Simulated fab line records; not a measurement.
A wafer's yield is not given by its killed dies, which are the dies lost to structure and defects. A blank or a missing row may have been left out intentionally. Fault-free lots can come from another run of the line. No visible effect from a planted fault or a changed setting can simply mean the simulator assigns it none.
fab line records | flow sky130
[record] lots = 12 wafers = 36 last_day = 50
route steps=708 shown CONTACT@433 METAL1@440 VIA1@458 PAD_OPEN@708
lots that met no fault: from a run of the same line without faults
start_h: the number of hours between the record's first day and the start of the first shown wafer of the lot | wait_h: hours from the lot's prior step to this one | " unchanged from the row above | L1.1+2: one row covering several wafers at once | - value missing, or start not given | * or withheld: withheld | < > ~ a bound
route shown NAME@n: a module of which the file shows steps, and the number in the route of the first | usual: the fault-free wafers' mean and standard deviation | same: alike in all rows | chamber/n: place in a boat | sites: readings site by site | _std_site: how widely they spread, as a standard deviation | _edge_site: outer sites' mean less inner sites' | radius_mm: how far each site lies from the wafer's centre | mask NAME#n: copy n | behind: the last tool/chamber to shape the wafer | hold: cause of the lot's hold/its duration in hours/its outcome | device: names the non-switching transistor (n, p or np) | end of line: tests run on the same wafers once the route is complete | where a step has no rows: the recipe by itself | killed: count of dies lost to structure and defects at first sort (not the wafer's yield) | map: dies across one wafer; x = killed, . = not, _ = none there
set.NAME: the run value of the setting; set.NAME@STEP: its run value at that earlier step | model.NAME: the simulator's own value behind a step, which no gauge read
a sample of lots followed through the steps of the route, with each step as a table and each wafer as a row
services: when a tool's chamber went out of use (start_h, in hours from the record's first day, below 0 if earlier), for how many hours, and the reason
[[steps]]
[step SKY_CONTACT_CMP_27]
[recipe] stop_on = SiO2 t_overpolish_s = 15 down_force_psi = 3.5 platen_rpm = 60 target_thk_nm = 0 pad_velocity_m_s = 0.94248
[usual] motor_current_A = 11.1/1.2 overpolish_run_s = 15.000/0.0098 retaining_ring_pressure_frac = 1.000/0.005 time_to_endpoint_s = 83.8/2.7
// columns lot.wafer tool chamber start_h wait_h motor_current_A overpolish_run_s retaining_ring_pressure_frac time_to_endpoint_s
L692.2 cmp-01 3 728.98 0.0 11.7 15.007 1.007 80.0
L692.4 " 0 " " 10.1 15.001 1.004 85.7
L692.5 " 0 " " 10.3 14.980 1.001 84.9
L694.1 cmp-01 2 750.46 0.1 12.8 15.006 0.998 83.9
L694.5 " 2 " " 12.5 15.001 0.992 87.6
L694.6 " 3 " " 11.7 15.003 1.000 84.3
L704.3 cmp-02 2 845.06 0.0 11.6 15.031 1.000 85.0
L704.1 " 0 " " 9.1 15.008 1.001 88.4
L704.5 " 2 " " 11.6 14.992 0.997 85.9
L706.3 cmp-01 2 846.89 0.1 12.3 14.999 0.996 82.9
L706.2 " 3 " " 12.1 15.033 0.998 84.6
L706.5 " 2 " " 12.7 14.991 0.997 82.4
L707.1 cmp-02 0 850.18 0.1 9.4 15.010 0.990 82.2
L707.3 " 1 " " 10.6 15.001 0.999 86.8
L707.6 " 1 " " 10.7 14.992 1.009 83.2
L708.1 cmp-02 1 856.20 0.1 10.9 14.983 0.999 88.0
L708.2 " 3 " " 11.9 14.991 1.002 86.6
L708.5 " 1 " " 11.5 15.008 1.008 85.0
L709.2 cmp-02 3 870.05 0.1 12.2 14.992 1.002 82.4
L709.4 " 1 " " 10.5 14.995 1.003 83.8
L709.5 " 3 " " 12.6 15.008 0.997 85.6
L710.4 cmp-02 1 890.84 0.1 10.2 15.011 0.998 82.4
L710.3 " 2 " " 11.4 15.007 0.992 81.6
L710.5 " 0 " " 9.5 14.997 0.993 81.3
L711.4 cmp-02 0 894.23 0.1 8.9 15.019 0.999 81.3
L711.1 " 2 " " 11.4 14.995 0.997 83.5
L711.5 " 3 " " 12.0 14.986 0.993 83.6
L712.3 cmp-02 1 896.38 0.1 10.7 14.985 1.006 80.0
L712.4 " 2 " " 11.0 15.001 1.002 76.3
L712.6 " 3 " " 12.8 15.007 1.001 79.9
L713.2 cmp-02 0 900.84 0.1 8.7 14.991 0.996 82.6
L713.1 " 1 " " 11.1 15.002 1.009 85.0
L713.3 " 2 " " 10.9 14.986 1.001 83.1
L714.3 cmp-02 1 907.56 0.0 11.2 15.004 1.004 85.0
L714.4 " 2 " " 11.5 15.013 0.997 84.7
L714.2 " 3 " " 12.9 14.998 1.003 87.0
[step SKY_METAL1_THK_MEAS_06]
[recipe] thk_meas_gauge = xrf reads = AlCu_of_METAL1_SPUTTER_02
[usual] METAL1_ALCU_THK = 254.6/2.6
// columns lot.wafer tool chamber start_h wait_h METAL1_ALCU_THK[nm]
L692.2 film_metro-01 - 729.55 0.1 254.6
L692.4 " - " " 254.1
L692.5 " - " " 254.4
L694.1 film_metro-02 - 751.02 0.1 256.5
L694.5 " - " " 259.1
L694.6 " - " " 257.1
L704.1 film_metro-04 - 845.67 0.1 254.2
L704.3 " - " " 256.2
L704.5 " - " " 252.7
L706.2 film_metro-01 - 847.41 0.1 251.6
L706.3 " - " " 254.8
L706.5 " - " " 252.5
L707.1 film_metro-04 - 850.74 0.1 255.4
L707.3 " - " " 256.6
L707.6 " - " " 259.0
L708.1 film_metro-04 - 856.71 0.1 254.6
L708.2 " - " " 255.8
L708.5 " - " " 251.9
L709.2 film_metro-02 - 870.57 0.1 253.5
L709.4 " - " " 256.4
L709.5 " - " " 254.0
L710.3 film_metro-02 - 891.32 0.1 260.0
L710.4 " - " " 258.3
L710.5 " - " " 257.5
L711.1 film_metro-01 - 894.74 0.1 252.2
L711.4 " - " " 252.4
L711.5 " - " " 252.0
L712.3 film_metro-02 - 896.86 0.1 253.4
L712.4 " - " " 250.8
L712.6 " - " " 252.6
L713.1 film_metro-04 - 901.35 0.1 254.1
L713.2 " - " " 257.1
L713.3 " - " " 253.9
L714.2 film_metro-01 - 908.13 0.1 252.7
L714.3 " - " " 256.1
L714.4 " - " " 251.8
[step SKY_VIA1_HDPCVD_00]
[recipe] material = SiO2 target_thk_nm = 1030 sigma_open_frac = 0.3 time_s = 171.7 temp_c = 400 sih4_flow_sccm = 60 pressure_mtorr = 6
// columns lot.wafer tool chamber start_h wait_h
L692.2+4+5 hdpcvd-02 1,1,0 758.48 0.0
L694.1+5+6 hdpcvd-02 1,0,1 779.04 0.0
L704.1+3+5 hdpcvd-02 2,0,1 872.63 0.0
L706.2+3+5 hdpcvd-02 0,1,1 874.28 0.0
L707.1+3+6 hdpcvd-02 1,0,2 878.05 0.0
L708.1+2+5 hdpcvd-01 2,0,0 883.30 0.0
L709.2+4+5 hdpcvd-01 2,2,0 896.49 0.0
L710.3+4+5 hdpcvd-01 0,1,0 917.38 0.0
L711.1+4+5 hdpcvd-02 0,2,1 920.83 0.0
L712.3+4+6 hdpcvd-01 0,2,1 922.83 0.0
L713.1+2+3 hdpcvd-01 1,2,0 927.28 0.0
L714.2+3+4 hdpcvd-01 1,0,0 934.02 0.0
[step SKY_VIA1_THK_MEAS_01]
[recipe] reads = SiO2_of_VIA1_HDPCVD_00
[usual] VIA1_HDPCVD_THK = 1031/9.6
// columns lot.wafer tool chamber start_h wait_h VIA1_HDPCVD_THK[nm]
L692.2 film_metro-01 - 758.60 0.1 1029
L692.4 " - " " 1034
L692.5 " - " " 1038
L694.1 film_metro-03 - 779.15 0.1 1685
L694.5 " - " " 1025
L694.6 " - " " 1680
L704.1 film_metro-03 - 872.74 0.1 1029
L704.3 " - " " 1036
L704.5 " - " " 1015
L706.2 film_metro-04 - 874.40 0.1 1024
L706.3 " - " " 1033
L706.5 " - " " 1038
L707.1 film_metro-03 - 878.16 0.1 1025
L707.3 " - " " 1026
L707.6 " - " " 1026
L708.1 film_metro-01 - 883.41 0.1 1036
L708.2 " - " " 1034
L708.5 " - " " 1039
L709.2 film_metro-01 - 896.61 0.1 1038
L709.4 " - " " 1033
L709.5 " - " " 1034
L710.3 film_metro-04 - 917.52 0.1 1042
L710.4 " - " " 1045
L710.5 " - " " 1034
L711.1 film_metro-03 - 920.94 0.1 1037
L711.4 " - " " 1015
L711.5 " - " " 1014
L712.3 film_metro-03 - 922.96 0.1 1037
L712.4 " - " " 1028
L712.6 " - " " 1039
L713.1 film_metro-01 - 927.40 0.1 1021
L713.2 " - " " 1032
L713.3 " - " " 1034
L714.2 film_metro-01 - 934.14 0.1 1035
L714.3 " - " " 1021
L714.4 " - " " 1033
[step SKY_VIA1_CD_MEAS_12]
[recipe] target_cd_nm = 150
[usual] cd_nm = 150.3/1.6
// columns lot.wafer tool chamber start_h wait_h cd_nm
L692.2 cd_sem-02 - 785.67 - 153.2
L692.4 " - " " 151.1
L692.5 " - " " 153.5
L694.1 cd_sem-02 - 805.70 - 149.0
L694.5 " - " " 149.6
L694.6 " - " " 149.3
L704.1 cd_sem-02 - 899.05 - 153.6
L704.3 " - " " 154.4
L704.5 " - " " 152.0
L706.2 cd_sem-02 - 900.59 - 151.5
L706.3 " - " " 151.7
L706.5 " - " " 150.5
L707.1 cd_sem-01 - 904.25 - 151.4
L707.3 " - " " 151.0
L707.6 " - " " 150.8
L708.1 cd_sem-01 - 908.70 - 152.6
L708.2 " - " " 152.3
L708.5 " - " " 152.9
L709.2 cd_sem-02 - 922.39 - 149.2
L709.4 " - " " 150.5
L709.5 " - " " 148.6
L710.3 cd_sem-01 - 941.99 - 148.9
L710.4 " - " " 148.8
L710.5 " - " " 150.1
L711.1 cd_sem-02 - 945.81 - 150.9
L711.4 " - " " 150.4
L711.5 " - " " 149.5
L712.3 cd_sem-02 - 948.20 - 150.0
L712.4 " - " " 147.7
L712.6 " - " " 148.2
L713.1 cd_sem-02 - 952.35 - 148.2
L713.2 " - " " 148.7
L713.3 " - " " 147.0
L714.2 cd_sem-02 - 959.03 - 147.9
L714.3 " - " " 152.2
L714.4 " - " " 151.3
[step SKY_PAD_OPEN_PROBE_99]
[usual] defect_limited_yield = 82.3/1.9 killed_at_M0_to_M3 = 43/6.7 killed_at_M4_up = 3.2/1.8 killed_at_contacts = 25/5.2 killed_at_front_end = 15/4.4 killed_at_other = 0.2/0.4 killed_dies = 87/9.3 killed_open = 48/7.1 killed_short = 39/6 sort_bin_3_pad_short = 0.9/0.41 sort_bin_5_function = 10.5/1.4 sort_bin_6_memory = 6.3/1.1 sort_n_pass = 405/9.3 sort_yield_pct = 82.3/1.9
[same] gross_dies = 492 killed_at_back_side = 0 sort_bin_4_leakage[%] = 0 sort_bin_8_speed[%] = 0
// columns lot.wafer tool chamber start_h wait_h defect_limited_yield[%] killed_at_M0_to_M3 killed_at_M4_up killed_at_contacts killed_at_front_end killed_at_other killed_dies killed_open killed_short sort_bin_3_pad_short[%] sort_bin_5_function[%] sort_bin_6_memory[%] sort_n_pass sort_yield_pct[%]
L692.2 prober-01 - 1078.30 0.1 81.1 46 1 33 12 1 93 54 39 0.8 10.8 7.3 399 81.1
L692.4 prober-01 - 1078.40 0.2 78.9 48 2 35 19 0 104 54 50 1.0 14.0 6.1 388 78.9
L692.5 prober-01 - 1078.45 0.2 78.9 57 0 25 22 0 104 58 46 0.8 12.0 8.3 388 78.9
L694.1 prober-01 - 1084.13 0.1 79.3 49 1 39 13 0 102 57 45 0.4 13.0 7.3 390 79.3
L694.5 prober-01 - 1084.33 0.2 81.7 35 5 29 20 1 90 49 41 0.6 10.2 7.5 402 81.7
L694.6 prober-01 - 1084.38 0.2 81.3 55 3 23 11 0 92 53 39 0.8 9.8 8.1 400 81.3
L708.1 prober-01 - 1165.50 0.1 83.7 41 3 20 16 0 80 42 38 0.8 9.6 5.9 412 83.7
L708.2 prober-01 - 1165.55 0.1 80.9 54 2 18 20 0 94 47 47 0.8 12.0 6.3 398 80.9
L708.5 prober-01 - 1165.70 0.2 81.3 39 3 26 24 0 92 52 40 0.6 11.8 6.3 400 81.3
L710.3 prober-01 - 1185.40 0.2 80.9 42 1 33 18 0 94 54 40 1.4 11.2 6.5 398 80.9
L710.4 prober-01 - 1185.45 0.2 82.5 42 5 24 15 0 86 54 32 0.6 9.3 7.5 406 82.5
L710.5 prober-01 - 1185.50 0.2 84.6 30 5 25 15 1 76 45 31 0.2 9.1 6.1 416 84.6
// killed by level:class
L692.2 CONTACT:geometric_particle:open=12 VIA1:geometric_particle:open=11 VIA2:geometric_particle:open=8 VIA3:geometric_particle:open=6 LOCAL_INTERCONNECT:geometric_particle:short=6 LI_CONTACT:geometric_particle:short=4 LI_CONTACT:geometric_particle:open=4 CONTACT:geometric_particle:short=4
L692.4 CONTACT:geometric_particle:open=16 VIA1:geometric_particle:open=10 FIELD_ISO:geometric_particle:short=7 METAL3:geometric_particle:short=7 LI_CONTACT:geometric_particle:short=6 LI_CONTACT:geometric_particle:open=6 METAL2:geometric_particle:short=6 METAL1:geometric_particle:short=5
L692.5 VIA1:geometric_particle:open=14 CONTACT:geometric_particle:open=10 VIA3:geometric_particle:open=9 METAL2:geometric_particle:short=8 VIA2:geometric_particle:open=7 VIA2:geometric_particle:short=7 FIELD_ISO:geometric_particle:open=5 POLY_GATE:geometric_particle:short=5
L694.1 CONTACT:geometric_particle:open=13 LI_CONTACT:geometric_particle:open=10 VIA1:geometric_particle:open=10 CONTACT:geometric_particle:short=7 METAL2:geometric_particle:short=7 VIA1:geometric_particle:short=6 VIA2:geometric_particle:open=6 VIA3:geometric_particle:open=6
L694.5 LOCAL_INTERCONNECT:geometric_particle:short=9 VIA1:geometric_particle:open=8 CONTACT:geometric_particle:open=7 METAL1:geometric_particle:short=7 LI_CONTACT:geometric_particle:open=6 FIELD_ISO:geometric_particle:short=5 METAL2:geometric_particle:open=5 CONTACT:geometric_particle:short=5
L694.6 VIA1:geometric_particle:open=9 CONTACT:geometric_particle:open=9 METAL1:geometric_particle:short=9 VIA2:geometric_particle:open=9 VIA1:geometric_particle:short=6 FIELD_ISO:geometric_particle:open=5 METAL1:geometric_particle:open=5 METAL2:geometric_particle:short=5
L708.1 VIA1:geometric_particle:open=13 LOCAL_INTERCONNECT:geometric_particle:short=5 CONTACT:geometric_particle:open=5 VIA2:geometric_particle:open=5 VIA1:geometric_particle:short=4 CONTACT:geometric_particle:short=4 METAL3:geometric_particle:short=4 FIELD_ISO:geometric_particle:open=3
L708.2 VIA1:geometric_particle:open=13 METAL1:geometric_particle:short=9 VIA2:geometric_particle:open=8 VIA3:geometric_particle:open=7 POLY_GATE:geometric_particle:open=5 CONTACT:geometric_particle:open=5 CONTACT:geometric_particle:short=5 VIA1:geometric_particle:short=5
L708.5 VIA1:geometric_particle:open=13 CONTACT:geometric_particle:open=11 FIELD_ISO:geometric_particle:open=7 LI_CONTACT:geometric_particle:open=7 LOCAL_INTERCONNECT:geometric_particle:short=5 VIA1:geometric_particle:short=5 FIELD_ISO:geometric_particle:short=4 POLY_GATE:geometric_particle:open=4
L710.3 CONTACT:geometric_particle:open=13 CONTACT:geometric_particle:short=9 VIA1:geometric_particle:open=9 FIELD_ISO:geometric_particle:open=7 VIA2:geometric_particle:open=6 LI_CONTACT:geometric_particle:short=5 VIA3:geometric_particle:open=5 METAL3:geometric_particle:short=4
L710.4 CONTACT:geometric_particle:open=11 VIA1:geometric_particle:open=9 VIA2:geometric_particle:open=9 VIA3:geometric_particle:open=8 LI_CONTACT:geometric_particle:open=6 FIELD_ISO:geometric_particle:short=5 METAL3:geometric_particle:short=4 METAL2:geometric_particle:short=4
L710.5 CONTACT:geometric_particle:open=12 LI_CONTACT:geometric_particle:open=6 METAL3:geometric_particle:short=5 VIA1:geometric_particle:open=5 FIELD_ISO:geometric_particle:short=4 METAL2:geometric_particle:short=4 VIA2:geometric_particle:open=4 VIA3:geometric_particle:open=4
[[services]]
// columns tool chamber start_h hours kind
hdpcvd-02 - 718.20 5.5 pm
cmp-02 - 734.00 0.3 repair
cmp-01 - 744.00 4.0 pm
cmp-01 - 748.00 - consumable_replace:conditioner
cmp-01 - 748.00 - consumable_replace:pad
cmp-01 - 756.14 6.4 pm
cmp-02 - 766.55 1.9 repair
cmp-01 - 774.06 1.8 repair
hdpcvd-02 - 775.06 2.8 pm
hdpcvd-02 0 784.44 14.9 repair
cmp-02 - 806.96 1.1 repair
hdpcvd-02 1 848.09 11.2 repair
hdpcvd-01 - 862.04 2.8 pm
cmp-01 - 884.93 12.3 pm
cmp-02 - 902.09 2.6 repair
cmp-02 - 912.00 4.0 pm
cmp-02 - 916.00 - consumable_replace:conditioner
cmp-02 - 916.00 - consumable_replace:pad
[[key]]
[first_sign] step = SKY_VIA1_THK_MEAS_01 reading = VIA1_HDPCVD_THK direction = up sigmas = 68 usual = 1031 struck = 1683
effect none on later readings
met_at SKY_VIA1_HDPCVD_00
struck_lots L694
struck_wafers L694.1,L694.6
not_acting_at SKY_CONTACT_CMP_27,SKY_METAL1_THK_MEAS_06,SKY_VIA1_CD_MEAS_12
onset_between 758.48 779.04
[fault] kind = process_parameter_drift tool = hdpcvd-02 chamber = 1 onset_h = 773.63 steps = SKY_VIA1_HDPCVD_00 channel = target_thk_nm offset = 652.38 shape = step end_h = 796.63 acts_in = these_recipes_only stated = 1030
